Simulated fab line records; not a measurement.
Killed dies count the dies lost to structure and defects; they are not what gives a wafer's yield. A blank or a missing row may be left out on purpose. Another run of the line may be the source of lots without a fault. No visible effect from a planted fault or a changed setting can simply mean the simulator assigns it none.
Lot-split experiment / flow gf180mcu / 23 wafers read across 5 lots, on a route 602 steps long

ON THE SPLIT
At GF_STI_CVD_03 (deposits Si3N4 from DCS/NH3, target thk 207.16 nm, time 3551 s), the setting temp c was moved away from the recipe's 770 C on 15 of the 23 wafers read, by -1.6% to +2.2%. All remaining wafers had this setting at the recipe value.

FROM THE SPLIT ON TO THE READING: in between, the file shows 1 step
- GF_STI_THK_MEAS_04

THE READING
oes product au, in a.u., at GF_STI_ETCH_13 (etches the open film in CHF3/O2, stops on Si, target depth 282.31 nm, time 112.9 s). Fault-free wafers of this fab line usually give 0.830 a.u., standard deviation 0.0073 a.u.

wafer=L075.1; tool, chamber at the split=lpcvd-01, 1; temp c as run, C=770; against the recipe=recipe; oes product au, a.u.=0.828; against lot-mates on the recipe=-
wafer=L075.4; tool, chamber at the split=lpcvd-01, 1; temp c as run, C=770; against the recipe=recipe; oes product au, a.u.=0.830; against lot-mates on the recipe=-
wafer=L075.6; tool, chamber at the split=lpcvd-01, 1; temp c as run, C=770; against the recipe=recipe; oes product au, a.u.=0.835; against lot-mates on the recipe=-
wafer=L077.1; tool, chamber at the split=-, -; temp c as run, C=757.9; against the recipe=-1.6%; oes product au, a.u.=0.745; against lot-mates on the recipe=no lot-mate on the recipe
wafer=L077.2; tool, chamber at the split=-, -; temp c as run, C=757.9; against the recipe=-1.6%; oes product au, a.u.=0.743; against lot-mates on the recipe=no lot-mate on the recipe
wafer=L077.3; tool, chamber at the split=-, -; temp c as run, C=757.9; against the recipe=-1.6%; oes product au, a.u.=0.739; against lot-mates on the recipe=no lot-mate on the recipe
wafer=L077.5; tool, chamber at the split=-, -; temp c as run, C=757.9; against the recipe=-1.6%; oes product au, a.u.=0.736; against lot-mates on the recipe=no lot-mate on the recipe
wafer=L077.6; tool, chamber at the split=-, -; temp c as run, C=757.9; against the recipe=-1.6%; oes product au, a.u.=0.740; against lot-mates on the recipe=no lot-mate on the recipe
wafer=L078.1; tool, chamber at the split=-, -; temp c as run, C=786.6; against the recipe=+2.2%; oes product au, a.u.=0.987; against lot-mates on the recipe=no lot-mate on the recipe
wafer=L078.2; tool, chamber at the split=-, -; temp c as run, C=786.6; against the recipe=+2.2%; oes product au, a.u.=0.986; against lot-mates on the recipe=no lot-mate on the recipe
wafer=L078.3; tool, chamber at the split=-, -; temp c as run, C=786.6; against the recipe=+2.2%; oes product au, a.u.=0.987; against lot-mates on the recipe=no lot-mate on the recipe
wafer=L078.4; tool, chamber at the split=-, -; temp c as run, C=786.6; against the recipe=+2.2%; oes product au, a.u.=0.978; against lot-mates on the recipe=no lot-mate on the recipe
wafer=L078.6; tool, chamber at the split=-, -; temp c as run, C=786.6; against the recipe=+2.2%; oes product au, a.u.=0.990; against lot-mates on the recipe=no lot-mate on the recipe
wafer=L079.1; tool, chamber at the split=-, -; temp c as run, C=784; against the recipe=+1.8%; oes product au, a.u.=0.966; against lot-mates on the recipe=no lot-mate on the recipe
wafer=L079.2; tool, chamber at the split=-, -; temp c as run, C=784; against the recipe=+1.8%; oes product au, a.u.=0.959; against lot-mates on the recipe=no lot-mate on the recipe
wafer=L079.3; tool, chamber at the split=-, -; temp c as run, C=784; against the recipe=+1.8%; oes product au, a.u.=0.962; against lot-mates on the recipe=no lot-mate on the recipe
wafer=L079.4; tool, chamber at the split=-, -; temp c as run, C=784; against the recipe=+1.8%; oes product au, a.u.=0.969; against lot-mates on the recipe=no lot-mate on the recipe
wafer=L079.5; tool, chamber at the split=-, -; temp c as run, C=784; against the recipe=+1.8%; oes product au, a.u.=0.964; against lot-mates on the recipe=no lot-mate on the recipe
wafer=L083.2; tool, chamber at the split=-, -; temp c as run, C=770; against the recipe=recipe; oes product au, a.u.=0.838; against lot-mates on the recipe=-
wafer=L083.3; tool, chamber at the split=-, -; temp c as run, C=770; against the recipe=recipe; oes product au, a.u.=0.830; against lot-mates on the recipe=-
wafer=L083.4; tool, chamber at the split=-, -; temp c as run, C=770; against the recipe=recipe; oes product au, a.u.=0.841; against lot-mates on the recipe=-
wafer=L083.5; tool, chamber at the split=-, -; temp c as run, C=770; against the recipe=recipe; oes product au, a.u.=0.836; against lot-mates on the recipe=-
wafer=L083.6; tool, chamber at the split=-, -; temp c as run, C=770; against the recipe=recipe; oes product au, a.u.=0.841; against lot-mates on the recipe=-

FIT RESULTS
A straight line over all 23 wafers: oes product au changes by +0.0666 a.u. for each +1% of temp c; r = +1.00; the points scatter about the line by 0.0061 a.u.
Too few moved wafers with a lot-mate on the recipe to fit a line net of each lot's own level.

THE WHOLE CHAIN: every reading that the file lists as answering this split, in the file's order
step=GF_STI_CVD_03; what it does=deposits Si3N4 from DCS/NH3, target thk 207.16 nm, time 3551 s; reading=Si3N4_of_STI_CVD_03.thk nm (the simulator's own value, which no gauge read); change (the file's fit)=+31.9 nm for each +1% of the setting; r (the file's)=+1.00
step=GF_STI_THK_MEAS_04; what it does=; reading=STI_CVD_03_THK; change (the file's fit)=+31.9 for each +1% of the setting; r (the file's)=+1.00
step=GF_STI_ETCH_13; what it does=etches the open film in CHF3/O2, stops on Si, target depth 282.31 nm, time 112.9 s; reading=oes product au; change (the file's fit)=+0.0667 a.u. for each +1% of the setting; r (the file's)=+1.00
step=GF_STI_ETCH_13; what it does=etches the open film in CHF3/O2, stops on Si, target depth 282.31 nm, time 112.9 s; reading=etch.depth nm (the simulator's own value, which no gauge read); change (the file's fit)=+31.8 nm for each +1% of the setting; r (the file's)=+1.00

FILE'S OWN FIT
oes product au changes by +0.0667 a.u. for each +1% of temp c, r = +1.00.
